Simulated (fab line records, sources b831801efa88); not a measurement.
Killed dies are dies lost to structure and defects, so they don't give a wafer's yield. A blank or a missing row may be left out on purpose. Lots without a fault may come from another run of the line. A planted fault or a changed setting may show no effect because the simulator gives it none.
Tool commonality check | flow sky130 | 13 lots, 39 wafers sampled

WHY IT WAS OPENED
At SKY_POLY_GATE_CD_MEAS_13 the reading cd_nm is flagged on 2 of 13 lots. Wafers without a fault read 149.6 nm, standard deviation 1.4.
Rule: a lot is flagged when every wafer of it that has a number lies more than 4 standard deviations from that mean, or none has a number. The other lots count as sound.

lot  | measured     | on        | cd_nm (nm), wafer by wafer | flag
L846 | day 16 11:01 | cd_sem-01 | 150.8 150.6 149.9          |
L847 | day 17 04:17 | cd_sem-01 | 152.1 152.5 152.0          |
L849 | day 18 16:31 | cd_sem-02 | 151.6 151.9 150.7          |
L850 | day 19 05:32 | cd_sem-01 | 149.7 150.3 150.6          |
L852 | day 19 09:11 | cd_sem-01 | 117.7 115.4 142.3          | FLAGGED
L851 | day 19 12:14 | cd_sem-02 | 115.5 104.8 122.2          | FLAGGED
L861 | day 22 20:09 | cd_sem-02 | 149.6 148.1 149.2          |
L862 | day 22 22:04 | cd_sem-01 | 152.2 151.4 152.3          |
L863 | day 23 00:49 | cd_sem-01 | 148.6 150.4 147.6          |
L864 | day 23 15:38 | cd_sem-02 | 147.4 148.1 148.8          |
L865 | day 24 00:47 | cd_sem-01 | 150.9 150.5 150.5          |
L867 | day 24 10:01 | cd_sem-02 | 149.8 148.9 149.3          |
L868 | day 24 16:27 | cd_sem-02 | 149.9 150.6 149.9          |
The numbers of the flagged lots are 119.7 nm on average: -29.9 nm against the usual, or -21 standard deviations.

WHICH TOOL RAN EACH LOT
The record holds 1 process step before the reading, out of a route of 708 steps. In each cell: the tool, then ch and the chambers that the sampled wafers went through, then the start.
lot  | flag    | SKY_POLY_GATE_EXPOSE_10
L846 |         | krf_scanner-01 ch 0, day 15 21:26
L847 |         | krf_scanner-02 ch 0, day 16 14:41
L849 |         | krf_scanner-01 ch 0, day 18 01:28
L850 |         | krf_scanner-01 ch 0, day 18 14:30
L852 | FLAGGED | krf_scanner-01 ch 0, day 18 17:55
L851 | FLAGGED | krf_scanner-01 ch 0, day 18 21:32
L861 |         | krf_scanner-02 ch 0, day 22 04:56
L862 |         | krf_scanner-01 ch 0, day 22 07:26
L863 |         | krf_scanner-01 ch 0, day 22 10:35
L864 |         | krf_scanner-02 ch 0, day 23 01:13
L865 |         | krf_scanner-02 ch 0, day 23 09:20
L867 |         | krf_scanner-01 ch 0, day 23 19:34
L868 |         | krf_scanner-01 ch 0, day 24 01:39
What these steps do:
- SKY_POLY_GATE_EXPOSE_10: exposes mask P1M, target cd 150 nm.
- SKY_POLY_GATE_CD_MEAS_13: target cd 150 nm.

FLAGGED OVER TOTAL, TOOL BY TOOL (the gauges that took the reading come last)
step                     | tool           | lots run | flagged | share of the flagged lots | sound lots run after its first flagged lot
SKY_POLY_GATE_EXPOSE_10  | krf_scanner-01 | 9        | 2       | all                       | 4 (L862,L863,L867,L868)
SKY_POLY_GATE_EXPOSE_10  | krf_scanner-02 | 4        | 0       | none                      | -
SKY_POLY_GATE_CD_MEAS_13 | cd_sem-01      | 7        | 1       | some                      | 3 (L862,L863,L865)
SKY_POLY_GATE_CD_MEAS_13 | cd_sem-02      | 6        | 1       | some                      | 4 (L861,L864,L867,L868)

WHAT THE TABLE ALLOWS
1 row of the table ran every flagged lot: krf_scanner-01 at SKY_POLY_GATE_EXPOSE_10.
- krf_scanner-01 at SKY_POLY_GATE_EXPOSE_10: 2 of its 9 lots flagged. Sound lots ran on it after the first flagged one (L862, L863, L867, L868), which a lasting fault on the whole tool wouldn't allow.
No row of the table ran every flagged lot and no sound lot after the first.

WHAT THE SIMULATOR HAD PUT IN
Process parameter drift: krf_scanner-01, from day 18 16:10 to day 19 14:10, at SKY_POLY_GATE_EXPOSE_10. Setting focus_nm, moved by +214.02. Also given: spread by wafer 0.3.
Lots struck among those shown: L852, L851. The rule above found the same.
